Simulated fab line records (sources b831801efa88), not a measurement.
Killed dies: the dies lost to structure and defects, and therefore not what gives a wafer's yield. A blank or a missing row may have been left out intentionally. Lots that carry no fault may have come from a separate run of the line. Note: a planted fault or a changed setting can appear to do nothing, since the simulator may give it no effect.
Which of the tools did it?    flow gf180mcu    14 lots, 42 wafers sampled, at 6 steps of a route of 602

## WHAT EACH GAUGE READ, for each wafer
GF_POLY_GATE_OVL_MEAS_11. Usual: POLY_GATE_OVL typically reads 0 nm, with standard deviation 5.5.
lot   measured      on          POLY_GATE_OVL (nm)  flag
L449  day 9 08:38   overlay-01  2 6 -2              
L450  day 9 22:14   overlay-02  0 -6 -2             
L451  day 10 04:26  overlay-01  4 5 6               
L452  day 10 08:50  overlay-01  10 3 12             
L453  day 10 14:41  overlay-01  -4 -2 6             
L454  day 10 22:21  overlay-02  -11 -11 -9          
L456  day 11 13:03  overlay-01  3 -6 2              
L458  day 12 04:56  overlay-01  0 2 3               
L459  day 12 11:08  overlay-01  5 -3 0              
L460  day 12 23:45  overlay-01  0 -2 6              
L461  day 13 08:38  overlay-02  -3 -8 -8            
L466  day 14 17:51  overlay-01  0 4 4               
L470  day 15 17:26  overlay-02  7 4 6               
L471  day 16 06:14  overlay-01  1 -2 -6             

GF_HV_LDD_TW_MEAS_38. Usual: HV_LDD_3_TW typically reads 1427, with standard deviation 16.
lot   measured      on             HV_LDD_3_TW                    flag
L449  day 11 17:28  film-metro-02  1435 1430 1435                 
L450  day 12 08:20  film-metro-02  1422 1430 1430                 
L451  day 12 16:07  film-metro-04  1409 1403 1408                 
L452  day 12 20:04  film-metro-04  1402 1403 1399                 
L453  day 13 01:31  film-metro-02  1436 1439 1437                 
L454  day 13 09:44  film-metro-01  1438 1438 1430                 
L456  day 14 01:31  film-metro-04  1413 1403 1410                 
L458  day 14 22:52  film-metro-04  1403 1414 1413                 
L459  day 15 07:34  film-metro-04  1419 1413 1412                 
L460  day 15 18:16  film-metro-04  1415 1416 1419                 
L461  day 16 03:19  film-metro-02  1522 1533 1540 1539 1530 1533  OFF
L466  day 17 15:58  film-metro-02  1533 1532 1532 1534 1529 1530  OFF
L470  day 18 15:52  film-metro-04  1399 1407 1407                 
L471  day 19 06:13  film-metro-01  1451 1446 1449                 

GF_HV_LDD_CD_MEAS_46: target cd 400 nm. Usual: 396.4 nm for cd-nm, sd 2.1.
lot   measured      on         cd-nm (nm)         flag
L449  day 12 12:37  cd-sem-02  394.4 395.3 394.4  
L450  day 13 03:11  cd-sem-01  395.7 393.5 393.6  
L451  day 13 11:49  cd-sem-02  399.2 398.8 397.9  
L452  day 13 15:04  cd-sem-02  395.3 397.8 396.4  
L453  day 13 21:21  cd-sem-02  397.9 395.1 398.6  
L454  day 14 05:51  cd-sem-02  397.7 396.2 395.4  
L456  day 14 22:06  cd-sem-01  396.3 396.1 397.5  
L458  day 15 20:45  cd-sem-01  398.4 397.3 398.2  
L459  day 16 04:53  cd-sem-01  401.2 401.5 402.0  
L460  day 16 16:15  cd-sem-02  396.5 398.3 397.3  
L461  day 17 01:29  cd-sem-01  395.2 395.5 396.9  
L466  day 18 14:03  cd-sem-01  396.5 393.9 397.6  
L470  day 19 16:12  cd-sem-02  397.9 396.6 398.2  
L471  day 20 06:29  cd-sem-02  397.2 394.0 394.1  

GF_HV_LDD_TW_MEAS_50. Usual: HV_LDD_4_TW typically reads 571, with standard deviation 6.1.
lot   measured      on             HV_LDD_4_TW  flag
L449  day 12 13:01  film-metro-01  577 576 577  
L450  day 13 03:34  film-metro-01  573 573 572  
L451  day 13 12:13  film-metro-01  574 573 575  
L452  day 13 15:28  film-metro-02  572 571 574  
L453  day 13 21:46  film-metro-01  573 572 573  
L454  day 14 06:16  film-metro-01  575 575 575  
L456  day 14 22:29  film-metro-01  576 575 579  
L458  day 15 21:10  film-metro-02  571 572 569  
L459  day 16 05:17  film-metro-01  576 577 576  
L460  day 16 16:40  film-metro-02  569 571 569  
L461  day 17 01:53  film-metro-04  562 559 562  
L466  day 18 14:28  film-metro-01  575 571 576  
L470  day 19 16:37  film-metro-02  571 570 568  
L471  day 20 06:53  film-metro-01  577 578 574  

GF_HV_LDD_RS_MEAS_53: a four-point-probe measurement. Usual: HV_LDD_RS typically reads 419.7 ohm/sq, with standard deviation 0.94.
lot   measured      on             HV_LDD_RS (ohm/sq)                   flag
L449  day 12 13:11  film-metro-02  417.8 418.5 417.9                    
L450  day 13 03:46  film-metro-04  419.3 419.4 419.9                    
L451  day 13 12:25  film-metro-04  421.4 421.0 419.7                    
L452  day 13 15:43  film-metro-04  418.9 417.7 419.3                    
L453  day 13 21:56  film-metro-02  419.3 419.1 421.9                    
L454  day 14 06:26  film-metro-04  419.5 419.1 417.9                    
L456  day 14 22:41  film-metro-01  419.9 419.8 419.8                    
L458  day 15 21:20  film-metro-01  420.6 421.4 420.7                    
L459  day 16 05:28  film-metro-04  420.6 420.4 420.6                    
L460  day 16 16:50  film-metro-02  420.3 418.6 418.1                    
L461  day 17 02:05  film-metro-01  400.8 402.1 401.7 400.5 400.9 401.0  OFF
L466  day 18 14:38  film-metro-04  399.6 402.4 399.7 400.1 401.1 399.9  OFF
L470  day 19 16:47  film-metro-01  418.8 420.3 419.5                    
L471  day 20 07:04  film-metro-02  420.5 420.5 419.6                    

## EACH LOT AND THE TOOL THAT RAN IT (in order: tool; ch and the chambers of the sampled wafers; start)
lot   GF_HV_LDD_IMPLANT_36
L449  implanter-03 ch 0, day 11 17:13
L450  implanter-01 ch 0, day 12 08:07
L451  implanter-01 ch 0, day 12 15:53
L452  implanter-01 ch 0, day 12 19:49
L453  implanter-01 ch 0, day 13 01:16
L454  implanter-02 ch 0, day 13 09:29
L456  implanter-01 ch 0, day 14 01:17
L458  implanter-01 ch 0, day 14 22:37
L459  implanter-01 ch 0, day 15 07:19
L460  implanter-01 ch 0, day 15 18:01
L461  implanter-01 ch 0, day 16 02:47
L466  implanter-02 ch 0, day 17 15:25
L470  implanter-01 ch 0, day 18 15:37
L471  implanter-03 ch 0, day 19 05:58
- GF_HV_LDD_IMPLANT_36

## WHAT THE TOOLS THEMSELVES READ (means of the sampled wafers that have a number; where no wafer has one, the mark that the record gives instead)
The record holds no such reading with a usual standard deviation.

## THE ANSWER, worked out from the rows above alone
Rule: a lot is off if the mean of its wafers that have a number lies more than 3 standard deviations from the usual mean. A lot without any number at a reading at which 4 lots or more have one is off too. Any other lot the step has rows for is counted as sound. Order of review: gauges by route order, followed by the tools' own readings, for which a lot's mean as printed above is used. The first step at which some lot is off is used, and at that step the reading that is off furthest; a lot without a number counts as furthest.
Off: L461, L466, at GF_HV_LDD_TW_MEAS_38 (HV_LDD_3_TW).
If a tool, at a process step before that reading, ran all the lots that are off and no sound lot after the first of them, it fits. Not tried: the gauges at GF_HV_LDD_TW_MEAS_38; whatever is off there is also off at GF_HV_LDD_RS_MEAS_53, on other tools, and gauge error can't account for it. None of those tried fits.

## WHAT THE SIMULATOR HAD PUT IN
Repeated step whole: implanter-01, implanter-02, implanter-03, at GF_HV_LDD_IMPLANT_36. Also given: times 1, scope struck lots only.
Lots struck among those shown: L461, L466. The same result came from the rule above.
